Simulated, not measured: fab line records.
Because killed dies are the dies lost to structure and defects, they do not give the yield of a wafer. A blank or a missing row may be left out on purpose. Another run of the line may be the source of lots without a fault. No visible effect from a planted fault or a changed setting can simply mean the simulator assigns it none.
Which of the tools did it? / flow gf180mcu / 6 lots, 18 wafers sampled, at 4 steps of a route of 602

WHAT EACH GAUGE READ, for each wafer
GF_PASSIVATION_THK_MEAS_03.
lot=L183; measured=day 28 22:25; on=film_metro-04; PASSIVATION_CVD_02_THK (nm)=697 708 706
lot=L186; measured=day 30 05:11; on=film_metro-01; PASSIVATION_CVD_02_THK (nm)=700 706 710
lot=L188; measured=day 30 21:18; on=film_metro-04; PASSIVATION_CVD_02_THK (nm)=702 699 717
lot=L193; measured=day 32 05:00; on=film_metro-02; PASSIVATION_CVD_02_THK (nm)=694 708 715
lot=L199; measured=day 33 17:26; on=film_metro-02; PASSIVATION_CVD_02_THK (nm)=702 700 706
lot=L202; measured=day 34 06:25; on=film_metro-04; PASSIVATION_CVD_02_THK (nm)=709 701 718

WHAT TOOL EACH LOT RAN ON (gives the tool, then ch and the chambers of the sampled wafers, and finally the start)
lot=L183; GF_TOP_METAL_METAL_ETCH_16=rie_metal-03 ch 0,1, day 28 21:16; GF_TOP_METAL_STRIP_17=plasma_asher-03 ch 1, day 28 21:27; GF_PASSIVATION_CVD_02=pecvd-03 ch 0,1, day 28 22:07
lot=L186; GF_TOP_METAL_METAL_ETCH_16=rie_metal-01 ch 0,1, day 30 04:01; GF_TOP_METAL_STRIP_17=plasma_asher-01 ch 0,1, day 30 04:11; GF_PASSIVATION_CVD_02=pecvd-02 ch 0,1,2, day 30 05:00
lot=L188; GF_TOP_METAL_METAL_ETCH_16=rie_metal-03 ch 1, day 30 20:01; GF_TOP_METAL_STRIP_17=plasma_asher-02 ch 0,1, day 30 20:20; GF_PASSIVATION_CVD_02=pecvd-04 ch 0,2, day 30 21:00
lot=L193; GF_TOP_METAL_METAL_ETCH_16=rie_metal-03 ch 0,1, day 32 03:43; GF_TOP_METAL_STRIP_17=plasma_asher-03 ch 0,1, day 32 03:53; GF_PASSIVATION_CVD_02=pecvd-02 ch 0,1, day 32 04:41
lot=L199; GF_TOP_METAL_METAL_ETCH_16=rie_metal-01 ch 0,1, day 33 16:16; GF_TOP_METAL_STRIP_17=plasma_asher-02 ch 0,1, day 33 16:27; GF_PASSIVATION_CVD_02=pecvd-04 ch 0,2, day 33 17:08
lot=L202; GF_TOP_METAL_METAL_ETCH_16=rie_metal-01 ch 0,1, day 34 05:16; GF_TOP_METAL_STRIP_17=plasma_asher-02 ch 0,1, day 34 05:27; GF_PASSIVATION_CVD_02=pecvd-04 ch 0,1,2, day 34 06:07
- GF_TOP_METAL_METAL_ETCH_16: etches the open film in Cl2/BCl3, stops on SiO2, target depth 1197 nm, time 199.5 s.
- GF_TOP_METAL_STRIP_17: strips in O2/N2.
- GF_PASSIVATION_CVD_02: deposits Si3N4, target thk 700 nm, time 486.18 s.

THE ANSWER, worked out from the rows above alone
Rule: what is usual is taken from the lots themselves. The widest of any qualifying gaps counts: lots, ordered by their means at a reading, are off when they make up no more than a third of the lots, leave a main group of 4 or more, and stand apart from it by 3 or more times the standard deviation of that group's means. The tables above print the reading to a certain number of digits; a main group whose means all agree to those digits is not used. A lot without any number at a reading at which 4 lots or more have one is off too. All remaining lots with rows at the step are treated as sound.
No lot is off on any of the readings shown, so nothing can be concluded from this.

WHAT THE SIMULATOR HAD INSERTED
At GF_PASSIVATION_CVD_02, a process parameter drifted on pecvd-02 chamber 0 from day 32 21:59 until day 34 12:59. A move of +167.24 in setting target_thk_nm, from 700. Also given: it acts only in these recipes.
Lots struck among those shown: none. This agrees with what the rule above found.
